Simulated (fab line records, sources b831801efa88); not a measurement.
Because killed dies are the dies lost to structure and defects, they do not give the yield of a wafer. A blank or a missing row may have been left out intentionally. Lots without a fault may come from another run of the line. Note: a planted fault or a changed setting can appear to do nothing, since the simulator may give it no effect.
A lot that was struck, set against a sound lot + flow sky130 + 27 steps out of a route of 708
Sound: these wafers, L159.1, L159.3, L159.6. Struck: wafers L162.1, L162.4, L162.5. The cause comes at the end.
Each step with rows lists, per side, the tool, then ch with its chambers, then its first start. Under that, the readings that differ: sound wafers + struck wafers + difference of the means + sigmas: that difference in standard deviations of wafers without a fault.
alike: a reading whose means differ by less than 2 such deviations, as well as words and numbers matching on both sides. not compared: withheld readings; readings where some wafer has no value; bounds like >300 that might hide an equal value; numbers whose values overlap and for which the record gives no deviation.
Wherever a step has rows on one side only, a row that says differs or no value, or a row with sigmas, the two part there. Numbers that have no deviation but don't overlap get no sigmas and don't part them. A reading that every wafer of one side lacks parts them only if that side has two wafers or more.

first, 1 step without rows for these wafers: SKY_FIELD_ISO_OXIDATION_01 (stabilise 600 s, purge 300 s, target thk 12 nm).
SKY_FIELD_ISO_CVD_03: deposits Si3N4 from DCS/NH3, target thk 165 nm, time 2830 s.
  sound on lpcvd-02 ch 0, day 3 14:25; struck on lpcvd-02 ch 1, day 4 07:28
  no value came back on the struck wafers for pressureMtorr (mTorr), spikeTcBottomC (C), zonePowerBottomPct (%), zonePowerLowerPct (%); on the sound wafers pressureMtorr (mTorr) reads 250.0 250.4 249.8
then, 9 steps without rows for these wafers: SKY_FIELD_ISO_DEHYDRATE_05 (time 60 s); SKY_FIELD_ISO_HMDS_06 (prime time 60 s); SKY_FIELD_ISO_COAT_07 (resist thk 60 nm); SKY_FIELD_ISO_COAT_08 (resist thk 450 nm); SKY_FIELD_ISO_SOFTBAKE_09 (time 90 s); SKY_FIELD_ISO_EXPOSE_10 (exposes mask FOM, target cd 150 nm); SKY_FIELD_ISO_PEB_11; SKY_FIELD_ISO_DEVELOP_12 (develop time 60 s); SKY_FIELD_ISO_ETCH_14 (etches BARC in N2/H2, stops on SiO2, time 45.9 s, target depth 60 nm).
SKY_FIELD_ISO_ETCH_15: etches the open film in CHF3/O2, stops on Si, target depth 180 nm, time 72 s.
  sound on rieDiel-01 ch 1,2, day 4 09:11; struck on rieDiel-02 ch 0,1, day 5 02:53
| reading              | sound             | struck            | difference | sigmas |
|----------------------|-------------------|-------------------|------------|--------|
| oesProductAu (a.u.)  | 0.931 0.938 0.950 | 0.989 0.989 0.983 | +0.047     | +7     |
| throttleValvePct (%) | 8.847 8.826 8.837 | 8.860 8.862 8.851 | +0.021     | +2     |
  alike: drypumpMotorCurrentA
  not compared: rfHoursCounterH
then, 6 steps without rows for these wafers: SKY_FIELD_ISO_STRIP_16 (strips in O2/N2); SKY_FIELD_ISO_ETCH_17 (etches Si in HBr/Cl2/O2, target depth 342 nm, time 97.7 s); SKY_FIELD_ISO_WET_ETCH_18 (etches Si3N4 in H3PO4, target depth 25 nm, time 286 s); SKY_FIELD_ISO_CLEAN_19 (cleans in SC1/SC2, time 150 s); SKY_FIELD_ISO_CLEAN_20 (cleans in dHF, time 20 s); SKY_FIELD_ISO_WET_ETCH_21 (etches SiO2 in dHF, target depth 20 nm, time 400 s).
SKY_FIELD_ISO_OXIDATION_22: stabilise 600 s, purge 300 s, target thk 10 nm.
  sound on furnace-01 ch 0, day 4 10:13; struck on furnace-02 ch 0, day 5 03:25
| reading                                         | sound             | struck            | difference | sigmas |
|-------------------------------------------------|-------------------|-------------------|------------|--------|
| zonePowerBottomPct (%)                          | 30.8 31.3 31.2    | 33.4 33.7 33.7    | +2.5       | +2     |
| model.SiO2_of_FIELD_ISO_OXIDATION_01.thkNm (nm) | 11.88 11.72 12.12 | 10.21 10.13 10.14 | -1.75      |        |
  alike: oxTempC, oxTempCMax, zonePowerLowerPct
SKY_FIELD_ISO_THK_MEAS_23:
  sound: filmMetro-03 at day 4 11:23; struck: filmMetro-03 at day 5 04:35
| reading                         | sound          | struck | difference                    | sigmas |
|---------------------------------|----------------|--------|-------------------------------|--------|
| FIELD_ISO_OXIDATION_01_THK (nm) | 9.57 9.57 9.46 | - - -  | no value on the struck wafers |        |
then, 4 steps without rows for these wafers: SKY_FIELD_ISO_CVD_24 (deposits SiO2, target thk 595 nm, time 99.2 s); SKY_FIELD_ISO_ANNEAL_26 (time 1800 s); SKY_FIELD_ISO_CMP_27 (polishes, stops on Si3N4, t overpolish 16 s, target thk 457.8 nm); SKY_FIELD_ISO_WET_ETCH_28 (etches SiO2 in dHF, target depth 23.7 nm, time 47 s).
SKY_FIELD_ISO_WET_ETCH_29: etches Si3N4 in H3PO4, target depth 160 nm, time 1825 s.
  sound on wetBench-04 ch 2, day 4 13:55; struck on wetBench-01 ch 1, day 5 07:55
| reading                                         | sound           | struck            | difference | sigmas |
|-------------------------------------------------|-----------------|-------------------|------------|--------|
| model.SiO2_of_FIELD_ISO_OXIDATION_01.thkNm (nm) | 11.56 11.4 11.8 | 9.883 9.808 9.822 | -1.749     |        |
then, 1 step without rows for these wafers: SKY_FIELD_ISO_WET_ETCH_30 (etches SiO2 in dHF, target depth 25 nm, time 50 s).
-- record jumps: 44 days separate the struck wafers' starts on either side; left off in module FIELD_ISO, taken up again in module PAD_OPEN, whose first shown step is the route's number 708 --
SKY_PAD_OPEN_PROBE_99:
  rows exist in the record for the struck wafers here (prober-01, day 48 22:50), but not for the sound ones

## WHERE THEY PART
Last at SKY_PAD_OPEN_PROBE_99 as far as this record goes, first at SKY_FIELD_ISO_CVD_03.

WHY: the cause the simulator had injected
Beginning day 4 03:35, the whole step at SKY_FIELD_ISO_CVD_03 was skipped on lpcvd-02. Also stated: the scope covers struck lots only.
